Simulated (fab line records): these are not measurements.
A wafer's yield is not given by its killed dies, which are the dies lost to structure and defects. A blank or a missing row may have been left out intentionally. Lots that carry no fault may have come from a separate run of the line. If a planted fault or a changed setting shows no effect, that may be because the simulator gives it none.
Lot-split experiment -- flow gf180mcu -- on a route of 602 steps: 5 lots, 23 wafers read

== THE SPLIT ==
At GF_M5_ETCH_09 (etches Si3N4 in CF4/O2, target depth 52 nm, time 11.6 s), the setting sourceW was moved away from the recipe's 800 W on 10 of the 23 wafers read, by -4.5% to +10.0%. For the rest of the wafers, this setting stayed at what the recipe calls for.

The split's own step is where the reading is taken.

== THE READING ==
oesProductAu, in a.u., at GF_M5_ETCH_09 (etches Si3N4 in CF4/O2, target depth 52 nm, time 11.6 s). Fault-free wafers of this fab line usually give 1.002 a.u., standard deviation 0.0077 a.u.

wafer,"tool, chamber at the split","sourceW as run, W",against the recipe,"oesProductAu, a.u.",against lot-mates on the recipe
L074.3,"rieDiel-01, 3",800,recipe,0.979,-
L074.4,"rieDiel-01, 2",800,recipe,1.007,-
L074.5,"rieDiel-01, 3",800,recipe,0.994,-
L079.1,"rieDiel-01, 2",800,recipe,0.986,-
L079.3,"rieDiel-01, 1",800,recipe,0.995,-
L079.4,"rieDiel-01, 0",842,+5.2%,1.020,+0.027
L079.5,"rieDiel-01, 0",842,+5.2%,1.026,+0.033
L079.6,"rieDiel-01, 3",800,recipe,0.997,-
L080.1,"rieDiel-04, 0",800,recipe,1.006,-
L080.2,"rieDiel-04, 2",880.2,+10.0%,1.074,+0.068
L080.3,"rieDiel-04, 1",880.2,+10.0%,1.057,+0.051
L080.5,"rieDiel-04, 1",800,recipe,1.006,-
L080.6,"rieDiel-04, 0",800,recipe,1.006,-
L081.1,"rieDiel-04, 0",865.2,+8.2%,1.041,+0.032
L081.3,"rieDiel-04, 0",800,recipe,1.007,-
L081.4,"rieDiel-04, 1",800,recipe,1.010,-
L081.5,"rieDiel-04, 0",865.2,+8.2%,1.056,+0.048
L081.6,"rieDiel-04, 1",865.2,+8.2%,1.044,+0.036
L082.2,"rieDiel-04, 2",764.1,-4.5%,0.986,-0.024
L082.3,"rieDiel-04, 2",800,recipe,1.011,-
L082.4,"rieDiel-04, 1",764.1,-4.5%,0.982,-0.028
L082.5,"rieDiel-04, 2",764.1,-4.5%,0.976,-0.034
L082.6,"rieDiel-04, 1",800,recipe,1.009,-

FIT RESULTS
A straight line over all 23 wafers: oesProductAu changes by +0.00558 a.u. for each +1% of sourceW; r = +0.94; the points scatter about the line by 0.0094 a.u.
The same after taking each lot's own level away (the mean of its wafers on the recipe; 23 wafers): +0.00558 a.u. for each +1%; r = +0.97; scatter 0.0069 a.u.
According to that fit, moving sourceW by its largest amount changes the reading by 0.056 a.u.
Across the lots, their own levels run from 0.9927 to 1.0100 a.u., a range of 2.3 times the standard deviation given above.
Hence the lot-to-lot level has little effect on the slope; both slopes agree.
Check: for one of the wafers moved furthest among these (+10.0%), held out of the fit, the line's prediction against its lot-mates is +0.0518 a.u. It came out at +0.068 a.u. against them.
Tool readings at the split's step, against how far the setting was moved: oesProductAu r = +0.94.

== FURTHER SPLITS ON THESE WAFERS ==
These wafers also went through other splits before the reading. Each is held against what the fit with the lots' levels taken away leaves over:
other split on the same wafers,wafers away from the commonest value,r with oesProductAu (lot level and that fit taken away)
GF_MIM_SPUTTER_08 chamberPressurePa,18,-0.10
GF_MIM_METAL_ETCH_19 timeS,6,+0.17

== THE FILE'S OWN FIT ==
oesProductAu changes by +0.00558 a.u. for each +1% of sourceW, r = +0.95.
